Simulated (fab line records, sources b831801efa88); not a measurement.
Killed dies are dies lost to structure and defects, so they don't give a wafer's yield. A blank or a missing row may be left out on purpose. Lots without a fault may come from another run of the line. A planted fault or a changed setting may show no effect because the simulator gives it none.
One fault seen from 2 desks | flow sky130 | each desk has only its own numbers; what lay behind them comes last

THE TOOL OWNER'S DESK: implanter-04
The tool's own readings at SKY_VT_ADJUST_HVTP_IMPLANT_09: means of the sampled wafers that have a number, for each lot that ran on this tool. A lot is out of limits, marked OUT, if its mean lies more than 4 standard deviations from the usual mean; the brackets give that distance.
Columns: A = dose_ions_cm2 at SKY_VT_ADJUST_HVTP_IMPLANT_09, usual 4.301e+12
lot  | first seen here | A
L823 | day 7 01:30     | 4.303e+12
L824 | day 7 10:44     | 4.295e+12
L836 | day 10 12:51    | 4.299e+12
This desk's finding: nothing out of limits on any of the 3 lots.

THE METROLOGY DESK
What the gauges read, lot by lot, whatever tool the lot ran on: means of the sampled wafers that have a number. A lot is out of limits, marked OUT, if its mean lies more than 4 standard deviations from the usual mean; the brackets give that distance. Of its 9 readings 7 are shown: those that lie furthest out on some lot.
Columns: A = PWDE_RS at SKY_NWELL_RS_MEAS_31, usual 5280 ohm/sq; B = cd_nm at SKY_VT_ADJUST_HVTP_CD_MEAS_07, usual 380.1 nm; C = VT_ADJUST_HVTP_OVL at SKY_VT_ADJUST_HVTP_OVL_MEAS_08, usual -0.3 nm; D = VT_ADJUST_HVTP_TW at SKY_VT_ADJUST_HVTP_TW_MEAS_11, usual 1343; E = VT_ADJUST_LVTN_OVL at SKY_VT_ADJUST_LVTN_OVL_MEAS_07, usual -1.0 nm; F = VT_ADJUST_LVTN_TW at SKY_VT_ADJUST_LVTN_TW_MEAS_10, usual 239.4; G = VT_ADJUST_LVTN_2_TW at SKY_VT_ADJUST_LVTN_TW_MEAS_21, usual 186.8
lot  | first seen here | A    | B     | C    | D    | E    | F     | G
L823 | day 6 04:38     | 5294 | 374.8 | -0.1 | 1325 | -0.8 | 241.1 | 186.0
L824 | day 6 12:31     | 5267 | 381.9 | 0.0  | 1324 | 0.7  | 239.3 | 184.8
L836 | day 9 13:43     | 5276 | 379.1 | -0.2 | 1330 | -0.1 | 239.7 | 185.3
L837 | day 9 19:32     | 5266 | 376.5 | -2.6 | 1340 | -2.8 | 237.0 | 186.5
L842 | day 11 00:50    | 5263 | 379.7 | -0.1 | 1342 | 0.2  | 237.7 | 186.6
L843 | day 11 02:44    | 5250 | 376.5 | -0.5 | 1352 | -4.0 | 242.9 | 184.0
This desk's finding: nothing out of limits on any of the 6 lots.

PUT TOGETHER
The tool owner's desk saw nothing out of limits.
The metrology desk saw nothing out of limits.

WHAT THE SIMULATOR HAD PUT IN
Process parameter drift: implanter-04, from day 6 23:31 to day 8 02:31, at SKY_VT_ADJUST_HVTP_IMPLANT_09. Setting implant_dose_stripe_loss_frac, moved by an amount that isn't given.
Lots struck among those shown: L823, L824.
